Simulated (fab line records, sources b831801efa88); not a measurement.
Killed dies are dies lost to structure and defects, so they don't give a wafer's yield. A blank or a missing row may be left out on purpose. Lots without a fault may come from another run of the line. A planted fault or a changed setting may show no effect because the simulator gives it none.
Which tool did it? | flow gf180mcu | 11 lots, 33 wafers sampled, at 2 steps of a route of 602

WHAT THE GAUGES READ, wafer by wafer
GF_M5_OVL_MEAS_08.
lot  | measured     | on         | M5_OVL (nm)
L871 | day 26 04:37 | overlay-02 | 4 -4 0
L872 | day 26 15:16 | overlay-01 | -1 -3 -6
L874 | day 27 07:26 | overlay-01 | 0 3 -1
L877 | day 28 02:22 | overlay-02 | 6 8 11
L878 | day 28 10:49 | overlay-02 | 1 4 -3
L879 | day 28 13:46 | overlay-01 | 7 5 4
L886 | day 30 20:37 | overlay-02 | -7 -5 5
L890 | day 31 22:55 | overlay-02 | -3 -2 1
L891 | day 32 03:47 | overlay-02 | 7 1 -4
L892 | day 32 09:19 | overlay-02 | 3 2 0
L894 | day 32 20:23 | overlay-02 | -2 5 0

WHICH TOOL RAN EACH LOT (tool, then ch and the chambers of the sampled wafers, then the start)
lot  | GF_V4_CVD_23
L871 | cvd_w-01 ch 0,1, day 24 07:50
L872 | cvd_w-01 ch 0,1, day 24 18:26
L874 | cvd_w-01 ch 0,1, day 25 12:05
L877 | cvd_w-02 ch 0,1, day 26 09:01
L878 | cvd_w-01 ch 0,1, day 26 16:54
L879 | cvd_w-01 ch 0, day 26 20:34
L886 | cvd_w-01 ch 0, day 29 05:32
L890 | cvd_w-01 ch 0,1, day 30 10:27
L891 | cvd_w-02 ch 1, day 30 16:01
L892 | cvd_w-01 ch 0,1, day 30 22:20
L894 | cvd_w-02 ch 0,1, day 31 09:15
- GF_V4_CVD_23: deposits W, target thk 350 nm, time 104.9 s.

THE ANSWER, worked out from the rows above alone
Rule: what is usual is taken from the lots themselves. Put in order of their means at a reading, lots are off if they are a third of the lots or fewer, leave a main group of 4 or more, and stand apart from it by a gap of 3 or more times the standard deviation of the main group's means; of several such gaps the widest counts. A main group whose means are all the same, to the digits that the tables above print for the reading, isn't used. A lot without any number at a reading at which 4 lots or more have one is off too. The other lots that the step has rows for count as sound.
No lot is off at any reading shown: from this, nothing can be told.

WHAT THE SIMULATOR HAD PUT IN
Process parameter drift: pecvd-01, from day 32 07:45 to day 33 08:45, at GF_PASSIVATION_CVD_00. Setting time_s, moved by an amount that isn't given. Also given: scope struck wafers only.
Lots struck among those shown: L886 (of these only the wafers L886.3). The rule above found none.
